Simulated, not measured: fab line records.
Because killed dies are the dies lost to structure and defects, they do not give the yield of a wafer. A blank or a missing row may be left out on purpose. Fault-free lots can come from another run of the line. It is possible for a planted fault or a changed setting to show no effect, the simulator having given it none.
fab line records :: flow gf180mcu :: part 2 of 2: steps 31 to 41 of 41
record:
  lots: 5
  wafers: 15
  last-day: 34
route steps=602 shown PSD@254 NSD@262 SAB@264 SALICIDE@278 CONTACT@287
lots untouched by any fault: they come from a run of this same line in which no faults occurred
start-h: start of the lot's first displayed wafer, in hours after the record's first day :: wait-h: hours since the lot's step before :: " same as the row above :: L1.1+2: several wafers, shown together as one row :: - no value, or no start was given :: * or withheld: withheld :: < > ~ a bound
route shown NAME@n: NAME is a module with steps in the file, n the number in the route of the first one :: usual: mean/standard deviation taken from wafers without a fault :: same: alike in all rows :: chamber/n: place in a boat :: sites: the reading at each site :: _std_site: their standard deviation :: _edge_site: mean of outer sites minus mean of inner sites :: radius-mm: how far each site lies from the wafer's centre :: mask NAME#n: copy n :: behind: the tool/chamber that last shaped the wafer :: hold: why the lot went on hold/how many hours it stayed there/how the hold came to an end :: device: names the non-switching transistor (n, p or np) :: end of line: the same wafers' tests at the end of the route :: a step with no rows: only its recipe :: killed: dies that structure and defects cost at the first sort, which is not the same as the wafer's yield :: map: the dies of a wafer, with x for killed, . for not killed, _ for no die there
set.NAME: the run value of the setting; set.NAME@STEP: its run value at that earlier step :: model.NAME: the simulator's own value behind a step, which no gauge read
lots at some steps of the route; a table a step, a row a wafer
services: from which hour (start-h, from the record's first day; less than 0 if before it) a tool's chamber was out of use, for how many hours, and why
== steps ==
step: GF_SALICIDE_RTA_06
recipe:
  temp-c: 530
  time-s: 30
  ambient: N2
usual:
  lamp-power-pct: 5.53/0.12
  wafer_temp_C_max: 533.3/1
lot.wafer: L074.2
tool: rtp-anneal-01
chamber: 0
start-h: 336.60
wait-h: 0.1
lamp-power-pct: 5.41
wafer_temp_C_max: 533.2

lot.wafer: L074.4
tool: rtp-anneal-01
chamber: 0
start-h: 336.60
wait-h: 0.1
lamp-power-pct: 5.42
wafer_temp_C_max: 534.8

lot.wafer: L074.5
tool: rtp-anneal-01
chamber: 0
start-h: 336.60
wait-h: 0.1
lamp-power-pct: 5.41
wafer_temp_C_max: 533.1

lot.wafer: L083.1
tool: rtp-anneal-02
chamber: 0
start-h: 418.10
wait-h: 0.1
lamp-power-pct: 5.66
wafer_temp_C_max: 532.5

lot.wafer: L083.2
tool: rtp-anneal-02
chamber: 0
start-h: 418.10
wait-h: 0.1
lamp-power-pct: 5.66
wafer_temp_C_max: 532.2

lot.wafer: L083.4
tool: rtp-anneal-02
chamber: 0
start-h: 418.10
wait-h: 0.1
lamp-power-pct: 5.65
wafer_temp_C_max: 532.0

lot.wafer: L089.2
tool: rtp-anneal-01
chamber: 0
start-h: 468.26
wait-h: 0.1
lamp-power-pct: 5.41
wafer_temp_C_max: 533.3

lot.wafer: L089.4
tool: rtp-anneal-01
chamber: 0
start-h: 468.26
wait-h: 0.1
lamp-power-pct: 5.42
wafer_temp_C_max: 534.2

lot.wafer: L089.5
tool: rtp-anneal-01
chamber: 0
start-h: 468.26
wait-h: 0.1
lamp-power-pct: 5.42
wafer_temp_C_max: 533.9

lot.wafer: L091.2
tool: rtp-anneal-01
chamber: 0
start-h: 488.97
wait-h: 0.1
lamp-power-pct: 5.41
wafer_temp_C_max: 534.4

lot.wafer: L091.4
tool: rtp-anneal-01
chamber: 0
start-h: 488.97
wait-h: 0.1
lamp-power-pct: 5.41
wafer_temp_C_max: 533.5

lot.wafer: L091.5
tool: rtp-anneal-01
chamber: 0
start-h: 488.97
wait-h: 0.1
lamp-power-pct: 5.41
wafer_temp_C_max: 533.8

lot.wafer: L095.2
tool: rtp-anneal-02
chamber: 0
start-h: 518.14
wait-h: 0.1
lamp-power-pct: 5.65
wafer_temp_C_max: 532.9

lot.wafer: L095.3
tool: rtp-anneal-02
chamber: 0
start-h: 518.14
wait-h: 0.1
lamp-power-pct: 5.66
wafer_temp_C_max: 532.4

lot.wafer: L095.6
tool: rtp-anneal-02
chamber: 0
start-h: 518.14
wait-h: 0.1
lamp-power-pct: 5.66
wafer_temp_C_max: 533.5
step: GF_SALICIDE_WET_ETCH_07
recipe:
  chemistry: SPM
  target-depth-nm: 120
  dry: n2-spin
lot.wafer: L074.2+4+5
tool: wet-bench-04
chamber: 1
start-h: 336.69
wait-h: 0.1

lot.wafer: L083.1+2+4
tool: wet-bench-02
chamber: 3
start-h: 418.20
wait-h: 0.1

lot.wafer: L089.2+4+5
tool: wet-bench-02
chamber: 1
start-h: 468.34
wait-h: 0.1

lot.wafer: L091.2+4+5
tool: wet-bench-02
chamber: 1
start-h: 489.05
wait-h: 0.1

lot.wafer: L095.2+3+6
tool: wet-bench-04
chamber: 3
start-h: 518.22
wait-h: 0.1
step: GF_SALICIDE_RTA_08
recipe:
  temp-c: 800
  time-s: 30
  ambient: N2
usual:
  lamp-power-pct: 15.4/0.33
  wafer_temp_C_max: 804.7/1.3
lot.wafer: L074.2
tool: rtp-anneal-02
chamber: 0
start-h: 336.79
wait-h: 0.0
lamp-power-pct: 15.7
wafer_temp_C_max: 804.0

lot.wafer: L074.4
tool: rtp-anneal-02
chamber: 0
start-h: 336.79
wait-h: 0.0
lamp-power-pct: 15.7
wafer_temp_C_max: 803.7

lot.wafer: L074.5
tool: rtp-anneal-02
chamber: 0
start-h: 336.79
wait-h: 0.0
lamp-power-pct: 15.7
wafer_temp_C_max: 803.2

lot.wafer: L083.1
tool: rtp-anneal-02
chamber: 0
start-h: 418.39
wait-h: 0.0
lamp-power-pct: 15.7
wafer_temp_C_max: 804.0

lot.wafer: L083.2
tool: rtp-anneal-02
chamber: 0
start-h: 418.39
wait-h: 0.0
lamp-power-pct: 15.7
wafer_temp_C_max: 804.1

lot.wafer: L083.4
tool: rtp-anneal-02
chamber: 0
start-h: 418.39
wait-h: 0.0
lamp-power-pct: 15.7
wafer_temp_C_max: 804.8

lot.wafer: L089.2
tool: rtp-anneal-02
chamber: 0
start-h: 468.46
wait-h: 0.0
lamp-power-pct: 15.7
wafer_temp_C_max: 803.6

lot.wafer: L089.4
tool: rtp-anneal-02
chamber: 0
start-h: 468.46
wait-h: 0.0
lamp-power-pct: 15.7
wafer_temp_C_max: 804.8

lot.wafer: L089.5
tool: rtp-anneal-02
chamber: 0
start-h: 468.46
wait-h: 0.0
lamp-power-pct: 15.7
wafer_temp_C_max: 802.6

lot.wafer: L091.2
tool: rtp-anneal-02
chamber: 0
start-h: 489.16
wait-h: 0.0
lamp-power-pct: 15.7
wafer_temp_C_max: 803.5

lot.wafer: L091.4
tool: rtp-anneal-02
chamber: 0
start-h: 489.16
wait-h: 0.0
lamp-power-pct: 15.7
wafer_temp_C_max: 805.2

lot.wafer: L091.5
tool: rtp-anneal-02
chamber: 0
start-h: 489.16
wait-h: 0.0
lamp-power-pct: 15.7
wafer_temp_C_max: 803.8

lot.wafer: L095.2
tool: rtp-anneal-01
chamber: 0
start-h: 518.33
wait-h: 0.0
lamp-power-pct: 15.0
wafer_temp_C_max: 804.2

lot.wafer: L095.3
tool: rtp-anneal-01
chamber: 0
start-h: 518.33
wait-h: 0.0
lamp-power-pct: 15.0
wafer_temp_C_max: 805.6

lot.wafer: L095.6
tool: rtp-anneal-01
chamber: 0
start-h: 518.33
wait-h: 0.0
lamp-power-pct: 15.0
wafer_temp_C_max: 805.6
step: GF_CONTACT_CVD_00
recipe:
  material: SiO2
  target-thk-nm: 300
  sigma-open-frac: 0.3
  temp-c: 400
  time-s: 50
  sih4-flow-sccm: 60
  pressure-mtorr: 6
lot.wafer: L074.2+4+5
tool: hdpcvd-01
chamber: 0,1,0
start-h: 336.88
wait-h: 0.1

lot.wafer: L083.1+2+4
tool: hdpcvd-02
chamber: 2,1,1
start-h: 418.49
wait-h: 0.1

lot.wafer: L089.2+4+5
tool: hdpcvd-02
chamber: 2,0,2
start-h: 468.54
wait-h: 0.1

lot.wafer: L091.2+4+5
tool: hdpcvd-02
chamber: 2,1,2
start-h: 489.24
wait-h: 0.1

lot.wafer: L095.2+3+6
tool: hdpcvd-01
chamber: 1,0,2
start-h: 518.41
wait-h: 0.1
step: GF_CONTACT_THK_MEAS_01
recipe:
  reads: SiO2_of_CONTACT_CVD_00
usual:
  CONTACT_CVD_00_THK: 301/3.2
lot.wafer: L074.2
tool: film-metro-03
chamber: -
start-h: 336.93
wait-h: 0.0
CONTACT_CVD_00_THK[nm]: 301

lot.wafer: L074.4
tool: film-metro-03
chamber: -
start-h: 336.93
wait-h: 0.0
CONTACT_CVD_00_THK[nm]: 296

lot.wafer: L074.5
tool: film-metro-03
chamber: -
start-h: 336.93
wait-h: 0.0
CONTACT_CVD_00_THK[nm]: 298

lot.wafer: L083.1
tool: film-metro-03
chamber: -
start-h: 418.53
wait-h: 0.0
CONTACT_CVD_00_THK[nm]: 305

lot.wafer: L083.2
tool: film-metro-03
chamber: -
start-h: 418.53
wait-h: 0.0
CONTACT_CVD_00_THK[nm]: 301

lot.wafer: L083.4
tool: film-metro-03
chamber: -
start-h: 418.53
wait-h: 0.0
CONTACT_CVD_00_THK[nm]: 301

lot.wafer: L089.2
tool: film-metro-04
chamber: -
start-h: 468.60
wait-h: 0.0
CONTACT_CVD_00_THK[nm]: 302

lot.wafer: L089.4
tool: film-metro-04
chamber: -
start-h: 468.60
wait-h: 0.0
CONTACT_CVD_00_THK[nm]: 303

lot.wafer: L089.5
tool: film-metro-04
chamber: -
start-h: 468.60
wait-h: 0.0
CONTACT_CVD_00_THK[nm]: 304

lot.wafer: L091.2
tool: film-metro-04
chamber: -
start-h: 489.30
wait-h: 0.0
CONTACT_CVD_00_THK[nm]: 302

lot.wafer: L091.4
tool: film-metro-04
chamber: -
start-h: 489.30
wait-h: 0.0
CONTACT_CVD_00_THK[nm]: 299

lot.wafer: L091.5
tool: film-metro-04
chamber: -
start-h: 489.30
wait-h: 0.0
CONTACT_CVD_00_THK[nm]: 299

lot.wafer: L095.2
tool: film-metro-01
chamber: -
start-h: 518.47
wait-h: 0.0
CONTACT_CVD_00_THK[nm]: 303

lot.wafer: L095.3
tool: film-metro-01
chamber: -
start-h: 518.47
wait-h: 0.0
CONTACT_CVD_00_THK[nm]: 300

lot.wafer: L095.6
tool: film-metro-01
chamber: -
start-h: 518.47
wait-h: 0.0
CONTACT_CVD_00_THK[nm]: 297
step: GF_CONTACT_CVD_02
recipe:
  material: SiO2
  target-thk-nm: 860
  precursor: TEOS
  temp-c: 400
  time-s: 95.992
  rf-w: 600
usual:
  heater-power-w: 634/130
lot.wafer: L074.2
tool: pecvd-04
chamber: 2
start-h: 336.98
wait-h: 0.0
heater-power-w: 617
since-wet-clean-h: 801

lot.wafer: L074.4
tool: pecvd-04
chamber: 0
start-h: 336.98
wait-h: 0.0
heater-power-w: 612
since-wet-clean-h: -

lot.wafer: L074.5
tool: pecvd-04
chamber: 1
start-h: 336.98
wait-h: 0.0
heater-power-w: 730
since-wet-clean-h: -

lot.wafer: L083.1
tool: pecvd-01
chamber: 1
start-h: 418.59
wait-h: 0.1
heater-power-w: 513
since-wet-clean-h: 244

lot.wafer: L083.2
tool: pecvd-01
chamber: 2
start-h: 418.59
wait-h: 0.1
heater-power-w: 721
since-wet-clean-h: 244

lot.wafer: L083.4
tool: pecvd-01
chamber: 1
start-h: 418.59
wait-h: 0.1
heater-power-w: 561
since-wet-clean-h: -

lot.wafer: L089.2
tool: pecvd-02
chamber: 1
start-h: 468.65
wait-h: 0.0
heater-power-w: 712
since-wet-clean-h: 502

lot.wafer: L089.4
tool: pecvd-02
chamber: 1
start-h: 468.65
wait-h: 0.0
heater-power-w: 750
since-wet-clean-h: -

lot.wafer: L089.5
tool: pecvd-02
chamber: 0
start-h: 468.65
wait-h: 0.0
heater-power-w: 866
since-wet-clean-h: -

lot.wafer: L091.2
tool: pecvd-02
chamber: 2
start-h: 489.35
wait-h: 0.0
heater-power-w: 474
since-wet-clean-h: 523

lot.wafer: L091.4
tool: pecvd-02
chamber: 2
start-h: 489.35
wait-h: 0.0
heater-power-w: 517
since-wet-clean-h: -

lot.wafer: L091.5
tool: pecvd-02
chamber: 1
start-h: 489.35
wait-h: 0.0
heater-power-w: 664
since-wet-clean-h: -

lot.wafer: L095.2
tool: pecvd-01
chamber: 2
start-h: 518.52
wait-h: 0.0
heater-power-w: 750
since-wet-clean-h: 344

lot.wafer: L095.3
tool: pecvd-01
chamber: 1
start-h: 518.52
wait-h: 0.0
heater-power-w: 527
since-wet-clean-h: 344

lot.wafer: L095.6
tool: pecvd-01
chamber: 0
start-h: 518.52
wait-h: 0.0
heater-power-w: 536
since-wet-clean-h: -
step: GF_CONTACT_THK_MEAS_03
recipe:
  reads: SiO2_of_CONTACT_CVD_02
usual:
  CONTACT_CVD_02_THK: 857/10
lot.wafer: L074.2
tool: film-metro-03
chamber: -
start-h: 337.06
wait-h: 0.0
CONTACT_CVD_02_THK[nm]: 853

lot.wafer: L074.4
tool: film-metro-03
chamber: -
start-h: 337.06
wait-h: 0.0
CONTACT_CVD_02_THK[nm]: 850

lot.wafer: L074.5
tool: film-metro-03
chamber: -
start-h: 337.06
wait-h: 0.0
CONTACT_CVD_02_THK[nm]: 856

lot.wafer: L083.1
tool: film-metro-04
chamber: -
start-h: 418.66
wait-h: 0.0
CONTACT_CVD_02_THK[nm]: 845

lot.wafer: L083.2
tool: film-metro-04
chamber: -
start-h: 418.66
wait-h: 0.0
CONTACT_CVD_02_THK[nm]: 863

lot.wafer: L083.4
tool: film-metro-04
chamber: -
start-h: 418.66
wait-h: 0.0
CONTACT_CVD_02_THK[nm]: 852

lot.wafer: L089.2
tool: film-metro-03
chamber: -
start-h: 468.73
wait-h: 0.0
CONTACT_CVD_02_THK[nm]: 852

lot.wafer: L089.4
tool: film-metro-03
chamber: -
start-h: 468.73
wait-h: 0.0
CONTACT_CVD_02_THK[nm]: 860

lot.wafer: L089.5
tool: film-metro-03
chamber: -
start-h: 468.73
wait-h: 0.0
CONTACT_CVD_02_THK[nm]: 845

lot.wafer: L091.2
tool: film-metro-03
chamber: -
start-h: 489.43
wait-h: 0.0
CONTACT_CVD_02_THK[nm]: 857

lot.wafer: L091.4
tool: film-metro-03
chamber: -
start-h: 489.43
wait-h: 0.0
CONTACT_CVD_02_THK[nm]: 868

lot.wafer: L091.5
tool: film-metro-03
chamber: -
start-h: 489.43
wait-h: 0.0
CONTACT_CVD_02_THK[nm]: 861

lot.wafer: L095.2
tool: film-metro-04
chamber: -
start-h: 518.60
wait-h: 0.0
CONTACT_CVD_02_THK[nm]: 856

lot.wafer: L095.3
tool: film-metro-04
chamber: -
start-h: 518.60
wait-h: 0.0
CONTACT_CVD_02_THK[nm]: 858

lot.wafer: L095.6
tool: film-metro-04
chamber: -
start-h: 518.60
wait-h: 0.0
CONTACT_CVD_02_THK[nm]: 868
step: GF_CONTACT_CMP_04
recipe:
  material: SiO2
  down-force-psi: 4
  platen-rpm: 60
  pad-velocity-m-s: 0.94248
usual:
  motor-current-A: 12.1/1.2
  time-to-endpoint-s: 111/6.1
lot.wafer: L074.4
tool: cmp-02
chamber: 0
start-h: 337.21
wait-h: 0.1
motor-current-A: 11.1
time-to-endpoint-s: 108

lot.wafer: L074.2
tool: cmp-02
chamber: 1
start-h: 337.21
wait-h: 0.1
motor-current-A: 11.8
time-to-endpoint-s: 107

lot.wafer: L074.5
tool: cmp-02
chamber: 3
start-h: 337.21
wait-h: 0.1
motor-current-A: 10.7
time-to-endpoint-s: 120

lot.wafer: L083.2
tool: cmp-01
chamber: 0
start-h: 418.72
wait-h: 0.0
motor-current-A: 14.2
time-to-endpoint-s: 111

lot.wafer: L083.4
tool: cmp-01
chamber: 1
start-h: 418.72
wait-h: 0.0
motor-current-A: 13.4
time-to-endpoint-s: 105

lot.wafer: L083.1
tool: cmp-01
chamber: 3
start-h: 418.72
wait-h: 0.0
motor-current-A: 12.7
time-to-endpoint-s: 108

lot.wafer: L089.2
tool: cmp-02
chamber: 3
start-h: 468.78
wait-h: 0.0
motor-current-A: 11.2
time-to-endpoint-s: 110

lot.wafer: L089.4
tool: cmp-02
chamber: 0
start-h: 468.78
wait-h: 0.0
motor-current-A: 10.8
time-to-endpoint-s: 106

lot.wafer: L089.5
tool: cmp-02
chamber: 0
start-h: 468.78
wait-h: 0.0
motor-current-A: 11.1
time-to-endpoint-s: 100

lot.wafer: L091.4
tool: cmp-02
chamber: 2
start-h: 489.53
wait-h: 0.1
motor-current-A: 11.4
time-to-endpoint-s: 112

lot.wafer: L091.2
tool: cmp-02
chamber: 0
start-h: 489.53
wait-h: 0.1
motor-current-A: 11.8
time-to-endpoint-s: 107

lot.wafer: L091.5
tool: cmp-02
chamber: 2
start-h: 489.53
wait-h: 0.1
motor-current-A: 11.6
time-to-endpoint-s: 109

lot.wafer: L095.3
tool: cmp-02
chamber: 3
start-h: 518.70
wait-h: 0.1
motor-current-A: 10.8
time-to-endpoint-s: 110

lot.wafer: L095.2
tool: cmp-02
chamber: 1
start-h: 518.70
wait-h: 0.1
motor-current-A: 12.3
time-to-endpoint-s: 101

lot.wafer: L095.6
tool: cmp-02
chamber: 3
start-h: 518.70
wait-h: 0.1
motor-current-A: 11.1
time-to-endpoint-s: 114
step: GF_CONTACT_BOW_MEAS_05
recipe:
  mode: bow
usual:
  CONTACT_BOW: 64/6.5
lot.wafer: L074.2
tool: film-metro-03
chamber: -
start-h: 337.43
wait-h: 0.1
CONTACT_BOW[um]: 68

lot.wafer: L074.4
tool: film-metro-03
chamber: -
start-h: 337.43
wait-h: 0.1
CONTACT_BOW[um]: 64

lot.wafer: L074.5
tool: film-metro-03
chamber: -
start-h: 337.43
wait-h: 0.1
CONTACT_BOW[um]: 76

lot.wafer: L083.1
tool: film-metro-04
chamber: -
start-h: 419.02
wait-h: 0.1
CONTACT_BOW[um]: 72

lot.wafer: L083.2
tool: film-metro-04
chamber: -
start-h: 419.02
wait-h: 0.1
CONTACT_BOW[um]: 53

lot.wafer: L083.4
tool: film-metro-04
chamber: -
start-h: 419.02
wait-h: 0.1
CONTACT_BOW[um]: 68

lot.wafer: L089.2
tool: film-metro-04
chamber: -
start-h: 469.10
wait-h: 0.3
CONTACT_BOW[um]: 54

lot.wafer: L089.4
tool: film-metro-04
chamber: -
start-h: 469.10
wait-h: 0.3
CONTACT_BOW[um]: 58

lot.wafer: L089.5
tool: film-metro-04
chamber: -
start-h: 469.10
wait-h: 0.3
CONTACT_BOW[um]: 58

lot.wafer: L091.2
tool: film-metro-03
chamber: -
start-h: 489.80
wait-h: 0.1
CONTACT_BOW[um]: 53

lot.wafer: L091.4
tool: film-metro-03
chamber: -
start-h: 489.80
wait-h: 0.1
CONTACT_BOW[um]: 66

lot.wafer: L091.5
tool: film-metro-03
chamber: -
start-h: 489.80
wait-h: 0.1
CONTACT_BOW[um]: 60

lot.wafer: L095.2
tool: film-metro-03
chamber: -
start-h: 518.97
wait-h: 0.1
CONTACT_BOW[um]: 67

lot.wafer: L095.3
tool: film-metro-03
chamber: -
start-h: 518.97
wait-h: 0.1
CONTACT_BOW[um]: 63

lot.wafer: L095.6
tool: film-metro-03
chamber: -
start-h: 518.97
wait-h: 0.1
CONTACT_BOW[um]: 59
step: GF_CONTACT_DEHYDRATE_06
recipe:
  temp-c: 200
  time-s: 60
lot.wafer: L074.2+4+5
tool: litho-track-01
chamber: 0
start-h: 347.82
wait-h: 10.4

lot.wafer: L083.1+2+4
tool: litho-track-04
chamber: 0
start-h: 429.75
wait-h: 10.7

lot.wafer: L089.2+4+5
tool: litho-track-02
chamber: 0
start-h: 480.32
wait-h: 11.2

lot.wafer: L091.2+4+5
tool: litho-track-02
chamber: 0
start-h: 500.22
wait-h: 10.4

lot.wafer: L095.2+3+6
tool: litho-track-01
chamber: 0
start-h: 529.22
wait-h: 10.2
step: GF_CONTACT_HMDS_07
recipe:
  prime-time-s: 60
  prime-temp-c: 120
lot.wafer: L074.2+4+5
tool: litho-track-01
chamber: 0
start-h: 347.97
wait-h: 0.1

lot.wafer: L083.1+2+4
tool: litho-track-04
chamber: 0
start-h: 429.90
wait-h: 0.1

lot.wafer: L089.2+4+5
tool: litho-track-02
chamber: 0
start-h: 480.47
wait-h: 0.1

lot.wafer: L091.2+4+5
tool: litho-track-02
chamber: 0
start-h: 500.37
wait-h: 0.1

lot.wafer: L095.2+3+6
tool: litho-track-01
chamber: 0
start-h: 529.37
wait-h: 0.1
== services ==
tool: wet-bench-02
chamber: -
start-h: 307.53
hours: 1.9
kind: pm

tool: wet-bench-01
chamber: -
start-h: 307.55
hours: 4.4
kind: pm

tool: pecvd-03
chamber: -
start-h: 309.62
hours: 0.5
kind: repair

tool: cmp-02
chamber: -
start-h: 312.32
hours: 0.4
kind: repair

tool: cmp-02
chamber: -
start-h: 321.65
hours: 6.0
kind: pm

tool: pecvd-01
chamber: -
start-h: 323.68
hours: 2.8
kind: pm

tool: pecvd-01
chamber: 1
start-h: 328.71
hours: 3.8
kind: repair

tool: iline-stepper-02
chamber: -
start-h: 332.66
hours: 1.7
kind: pm

tool: cmp-02
chamber: -
start-h: 332.74
hours: 1.1
kind: repair

tool: pecvd-03
chamber: 0
start-h: 339.97
hours: 3.8
kind: repair

tool: pecvd-03
chamber: -
start-h: 340.40
hours: 1.6
kind: repair

tool: wet-bench-02
chamber: -
start-h: 349.25
hours: 1.2
kind: repair

tool: pvd-sputter-01
chamber: -
start-h: 355.64
hours: 2.4
kind: repair

tool: cmp-02
chamber: -
start-h: 369.11
hours: 14.0
kind: pm

tool: implanter-02
chamber: -
start-h: 369.17
hours: 2.4
kind: pm

tool: pecvd-02
chamber: 2
start-h: 374.38
hours: 1.8
kind: repair

tool: plasma-asher-02
chamber: -
start-h: 388.96
hours: 2.8
kind: pm

tool: rtp-anneal-01
chamber: -
start-h: 401.30
hours: 56.5
kind: pm

tool: cmp-02
chamber: -
start-h: 410.04
hours: 4.0
kind: pm

tool: wet-bench-01
chamber: -
start-h: 417.38
hours: 0.9
kind: repair

tool: plasma-asher-03
chamber: -
start-h: 421.25
hours: 9.0
kind: pm

tool: cmp-02
chamber: -
start-h: 466.08
hours: 1.1
kind: repair

tool: wet-bench-04
chamber: -
start-h: 469.34
hours: 1.9
kind: pm

tool: cmp-02
chamber: -
start-h: 503.12
hours: 0.3
kind: repair
